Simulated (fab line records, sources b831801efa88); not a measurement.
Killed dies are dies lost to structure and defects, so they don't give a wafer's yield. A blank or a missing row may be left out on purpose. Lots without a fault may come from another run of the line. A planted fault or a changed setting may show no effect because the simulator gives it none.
Split-lot experiment | flow sfq_line | 5 lots, 15 wafers read, on a route of 325 steps

THE SPLIT
At SFQ_TRILAYER_R5_LITHO_COAT_141 (resist thk 62 nm), the setting resist_thk_nm was moved away from the recipe's 62 nm on 3 of the 15 wafers read, by -3.9% to +4.0%. The other wafers ran this setting at the recipe's value.

FROM THE SPLIT TO THE READING: what the file shows between them, 3 steps
- SFQ_TRILAYER_R5_LITHO_COAT_136: resist thk 600 nm
- SFQ_TRILAYER_R5_LITHO_SOFTBAKE_140
- SFQ_TRILAYER_R5_LITHO_DEVELOP_138: time 60 s

THE READING
etch.depth_nm (the simulator's own value, which no gauge read), in nm, at SFQ_TRILAYER_R5_BARC_OPEN_METAL_ETCH_177 (etches BARC in O2, target depth 125 nm, time 41.7 s). The file gives no usual value for it. The 12 wafers here that ran the recipe average 62.04 nm, standard deviation 0.18 nm.

wafer  | tool, chamber at the split | resist_thk_nm as run, nm | against the recipe | etch.depth_nm, nm | against lot-mates on the recipe
L075.1 | litho_track-04, 0          | 64.5                     | +4.0%              | 64.54             | +2.33
L075.5 | litho_track-04, 0          | 62                       | recipe             | 62.14             | -
L075.6 | litho_track-04, 0          | 62                       | recipe             | 62.28             | -
L080.1 | litho_track-02, 0          | 59.59                    | -3.9%              | 59.63             | -2.59
L080.3 | litho_track-02, 0          | 62                       | recipe             | 62.25             | -
L080.4 | litho_track-02, 0          | 62                       | recipe             | 62.25             | -
L080.5 | litho_track-02, 0          | 59.59                    | -3.9%              | 59.77             | -2.45
L080.6 | litho_track-02, 0          | 62                       | recipe             | 62.15             | -
L082.1 | litho_track-01, 0          | 62                       | recipe             | 61.65             | -
L084.2 | litho_track-04, 0          | 62                       | recipe             | 62.1              | -
L084.6 | litho_track-04, 0          | 62                       | recipe             | 62.1              | -
L084.5 | litho_track-04, 0          | 62                       | recipe             | 61.96             | -
L085.2 | litho_track-01, 0          | 62                       | recipe             | 61.88             | -
L085.3 | litho_track-01, 0          | 62                       | recipe             | 61.84             | -
L085.4 | litho_track-01, 0          | 62                       | recipe             | 61.94             | -

THE FIT
A straight line over all 15 wafers: etch.depth_nm changes by +0.609 nm for each +1% of resist_thk_nm; r = +0.99; the points scatter about the line by 0.18 nm.
The same after taking each lot's own level away (the mean of its wafers on the recipe; 15 wafers): +0.621 nm for each +1%; r = +1.00; scatter 0.081 nm.
On that fit, the largest move of resist_thk_nm shifts the reading by 2.5 nm.
The lots' own levels span 61.650 to 62.217 nm, that is 3.1 times the standard deviation above.
So the lot-to-lot level changes the slope little: the two slopes agree.
Check: with one of the wafers moved furthest among these (+4.0%) left out of the fit, the line predicts +2.61 nm for it against its lot-mates. It came out at +2.33 nm against them.

OTHER SPLITS ON THESE WAFERS
These wafers also went through other splits before the reading. Each is held against what the fit with the lots' levels taken away leaves over:
other split on the same wafers                   | wafers away from the commonest value | r with etch.depth_nm (lot level and that fit taken away)
SFQ_TRILAYER_I4_VIA_LITHO_COAT_103 spin_rpm      | 5                                    | +0.20
SFQ_TRILAYER_JJ_TRILAYER_DEP_SPUTTER_109 power_w | 5                                    | +0.36
SFQ_TRILAYER_JJ_CE_LITHO_COAT_119 resist_thk_nm  | 7                                    | -0.08
SFQ_TRILAYER_M5_LITHO_COAT_123 spin_rpm          | 4                                    | -0.20
SFQ_TRILAYER_M5_LITHO_PEB_126 peb_time_s         | 5                                    | -0.04

THE WHOLE CHAIN: every reading that the file lists as answering this split, in the file's order
step                                     | what it does                                        | reading                                                                                    | change (the file's fit)               | r (the file's)
SFQ_TRILAYER_R5_LITHO_COAT_141           | resist thk 62 nm                                    | BARC_of_TRILAYER_R5_LITHO_COAT_141.thk_nm (the simulator's own value, which no gauge read) | +0.629 nm for each +1% of the setting | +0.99
SFQ_TRILAYER_R5_BARC_OPEN_METAL_ETCH_177 | etches BARC in O2, target depth 125 nm, time 41.7 s | etch.depth_nm (the simulator's own value, which no gauge read)                             | +0.622 nm for each +1% of the setting | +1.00

THE FILE'S OWN FIT
etch.depth_nm changes by +0.622 nm for each +1% of resist_thk_nm, r = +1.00.
